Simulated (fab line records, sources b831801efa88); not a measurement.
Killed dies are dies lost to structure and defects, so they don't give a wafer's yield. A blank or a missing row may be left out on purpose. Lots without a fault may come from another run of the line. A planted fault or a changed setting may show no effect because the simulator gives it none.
A sampling plan put to the test | flow sky130 | one fab line, 11 faults that these records tell of, each judged on the records of the lots that it struck
The plan is the line's own looks: the steps of the route at which a gauge or an inspection reads the wafer and doesn't change it. A look can be judged if struck wafers have a number there and the file gives its usual mean and standard deviation on fault-free wafers. Caught: at a look after the fault's first step, the mean of the struck wafers lies 4 or more of those standard deviations (sigma) from the usual mean. On the tool: the same test on the tool's own readings at the fault's steps. Another recipe on the struck wafers, or a record that is blank for them alone, also counts as caught.

THE FAULTS, as the simulator had put them in
1. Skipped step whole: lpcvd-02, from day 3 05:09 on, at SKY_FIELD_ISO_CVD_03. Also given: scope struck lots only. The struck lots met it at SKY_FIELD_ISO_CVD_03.
2. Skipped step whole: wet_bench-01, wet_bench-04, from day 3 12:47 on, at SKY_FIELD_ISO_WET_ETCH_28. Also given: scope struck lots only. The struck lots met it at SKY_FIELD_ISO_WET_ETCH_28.
3. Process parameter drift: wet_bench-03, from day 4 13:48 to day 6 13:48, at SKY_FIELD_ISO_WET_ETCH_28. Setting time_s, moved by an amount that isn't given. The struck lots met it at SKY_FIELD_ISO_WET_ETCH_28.
4. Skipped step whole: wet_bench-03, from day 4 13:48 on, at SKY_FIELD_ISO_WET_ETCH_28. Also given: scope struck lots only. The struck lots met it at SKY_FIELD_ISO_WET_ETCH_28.
5. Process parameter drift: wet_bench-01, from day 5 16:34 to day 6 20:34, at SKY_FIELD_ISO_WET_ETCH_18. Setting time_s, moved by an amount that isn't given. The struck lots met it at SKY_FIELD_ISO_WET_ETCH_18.
6. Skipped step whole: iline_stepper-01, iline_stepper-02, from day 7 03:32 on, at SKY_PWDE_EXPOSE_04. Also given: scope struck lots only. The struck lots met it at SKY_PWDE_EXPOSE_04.
7. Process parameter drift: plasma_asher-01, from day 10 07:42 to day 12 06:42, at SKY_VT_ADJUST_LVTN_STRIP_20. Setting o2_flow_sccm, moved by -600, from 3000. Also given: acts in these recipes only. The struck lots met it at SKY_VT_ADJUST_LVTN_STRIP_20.
8. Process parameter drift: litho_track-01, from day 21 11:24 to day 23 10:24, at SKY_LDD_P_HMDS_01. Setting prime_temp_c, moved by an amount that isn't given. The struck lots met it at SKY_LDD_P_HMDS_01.
9. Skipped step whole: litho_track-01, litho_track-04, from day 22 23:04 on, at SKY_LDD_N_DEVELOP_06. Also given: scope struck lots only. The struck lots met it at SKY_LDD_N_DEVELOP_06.
10. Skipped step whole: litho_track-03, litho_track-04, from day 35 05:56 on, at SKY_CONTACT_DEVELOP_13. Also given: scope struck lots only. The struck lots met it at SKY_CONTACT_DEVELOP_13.
11. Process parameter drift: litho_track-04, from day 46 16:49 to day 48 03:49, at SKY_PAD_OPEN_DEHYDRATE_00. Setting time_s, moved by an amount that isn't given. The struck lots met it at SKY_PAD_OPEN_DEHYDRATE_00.

WHAT THE PLAN SAW
fault | on the tool itself                               | first look that catches it                      | reading, sigma | median hours from its first step to that look | hours from the fault's start to the first struck lot there | judged looks passed uncaught
1     | the tool's record is blank for the struck wafers | no look after it can be judged                  | -              | -                                             | -                                                          | 0
2     | the tool's record is blank for the struck wafers | no look after it can be judged                  | -              | -                                             | -                                                          | 0
3     | run_length_s +8.0 sigma                          | none of the 2 looks that can be judged after it | -              | -                                             | -                                                          | 2
4     | the tool's record is blank for the struck wafers | none of the 3 looks that can be judged after it | -              | -                                             | -                                                          | 3
5     | run_length_s +41 sigma                           | none of the 3 looks that can be judged after it | -              | -                                             | -                                                          | 3
6     | no reading that can be judged                    | not the one look that can be judged after it    | -              | -                                             | -                                                          | 1
7     | o2_flow_sccm -66 sigma                           | none of the 3 looks that can be judged after it | -              | -                                             | -                                                          | 3
8     | prime_temp_c -24 sigma                           | not the one look that can be judged after it    | -              | -                                             | -                                                          | 1
9     | the tool's record is blank for the struck wafers | no look after it can be judged                  | -              | -                                             | -                                                          | 0
10    | the tool's record is blank for the struck wafers | no look after it can be judged                  | -              | -                                             | -                                                          | 0
11    | run_length_s +34 sigma                           | no look after it can be judged                  | -              | -                                             | -                                                          | 0
A dash: the fault isn't caught, or these records don't give the number.

Caught at a look: 0 of 11. Caught on the tool: 10 of 11. By one or the other: 10 of 11.
Caught on the tool alone: faults 1, 2, 3, 4, 5, 7, 8, 9, 10, 11.
Caught by neither: fault 6.
